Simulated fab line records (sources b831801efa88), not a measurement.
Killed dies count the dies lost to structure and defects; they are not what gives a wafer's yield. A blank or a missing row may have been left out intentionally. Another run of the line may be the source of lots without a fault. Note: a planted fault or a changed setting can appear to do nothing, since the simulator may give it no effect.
Chamber matching + flow gf180mcu + rieSi-02 running GF_POLY_GATE_ETCH_13: 4 sister chambers
The step etches poly-Si in HBr/Cl2, stops on SiO2, target depth 198.5 nm, time 69.6 s. 18 wafers are shown with their chamber, then 9 later ones without.

== WAFERS PAIRED WITH THEIR CHAMBERS ==
| wafer  | chamber | drypumpMotorCurrentA (A) | oesProductAu (a.u.) | throttleValvePct (%) |
|--------|---------|--------------------------|---------------------|----------------------|
| L078.3 | 2       | 5.1                      | 0.992               | 33.691               |
| L078.5 | 2       | 5.1                      | 0.993               | 33.688               |
| L078.6 | 3       | 5.0                      | 0.987               | 33.686               |
| L080.1 | 0       | 5.8                      | 0.985               | 33.673               |
| L080.2 | 2       | 5.0                      | 0.995               | 33.668               |
| L080.6 | 2       | 5.0                      | 0.990               | 33.664               |
| L084.2 | 0       | 5.7                      | 0.987               | 33.676               |
| L084.3 | 1       | 5.2                      | 0.979               | 33.673               |
| L084.4 | 2       | 5.0                      | 0.996               | 33.664               |
| L086.3 | 2       | 5.1                      | 1.000               | 33.685               |
| L086.4 | 0       | 5.7                      | 0.984               | 33.681               |
| L086.6 | 2       | 5.1                      | 0.992               | 33.687               |
| L088.2 | 3       | 5.0                      | 0.991               | 33.673               |
| L088.3 | 0       | 5.7                      | 0.994               | 33.692               |
| L088.4 | 2       | 5.0                      | 0.981               | 33.668               |
| L091.2 | 1       | 5.2                      | 0.977               | 33.676               |
| L091.4 | 2       | 5.0                      | 0.988               | 33.675               |
| L091.6 | 3       | 5.0                      | 0.986               | 33.687               |

SIGNATURES (averages over the wafers above)
| reading              | chamber 0 | chamber 1 | chamber 2 | chamber 3 | scatter within a chamber |
|----------------------|-----------|-----------|-----------|-----------|--------------------------|
| drypumpMotorCurrentA | 5.725     | 5.200     | 5.044     | 5.000     | 0.0461                   |
| oesProductAu         | 0.98750   | 0.97800   | 0.99189   | 0.98800   | 0.00469                  |
| throttleValvePct     | 33.68050  | 33.67450  | 33.67667  | 33.68200  | 0.00971                  |
Rule: a wafer's distance from a chamber is the root of the sum, over the readings, of the square of ((its reading less the chamber's mean) divided by the reading's scatter). The wafer belongs to the nearest chamber; if the next one is less than 2 further off, it can't be placed. The scatter: take each reading less its chamber's mean, square it, sum over the shown wafers, divide by the number of wafers less the number of chambers, and take the root.

== WAFERS WITHOUT THEIR CHAMBER ==
| wafer  | drypumpMotorCurrentA (A) | oesProductAu (a.u.) | throttleValvePct (%) |
|--------|--------------------------|---------------------|----------------------|
| L092.2 | 5.0                      | 0.989               | 33.701               |
| L092.4 | 5.7                      | 0.986               | 33.691               |
| L092.6 | 5.0                      | 0.985               | 33.681               |
| L093.1 | 5.7                      | 0.988               | 33.671               |
| L093.4 | 5.0                      | 0.989               | 33.680               |
| L093.6 | 5.1                      | 0.990               | 33.693               |
| L095.4 | 5.0                      | 0.993               | 33.697               |
| L095.5 | 5.0                      | 0.998               | 33.680               |
| L095.6 | 5.0                      | 0.998               | 33.678               |

== THE CHAMBER EACH PASSED THROUGH ==
| wafer  | from the rows above          | in truth |
|--------|------------------------------|----------|
| L092.2 | can't be placed: 3 or 2      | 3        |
| L092.4 | 0                            | 0        |
| L092.6 | can't be placed: 3 or 2      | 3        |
| L093.1 | 0                            | 0        |
| L093.4 | can't be placed: 3 or 2      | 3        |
| L093.6 | can't be placed: 2 or 3 or 1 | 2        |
| L095.4 | can't be placed: 3 or 2      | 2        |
| L095.5 | can't be placed: 2 or 3      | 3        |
| L095.6 | can't be placed: 2 or 3      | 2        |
Correctly placed: 2 of 9. Can't be placed from these rows: 7 (the true chamber is among the candidates in 7). Wrongly placed: 0.
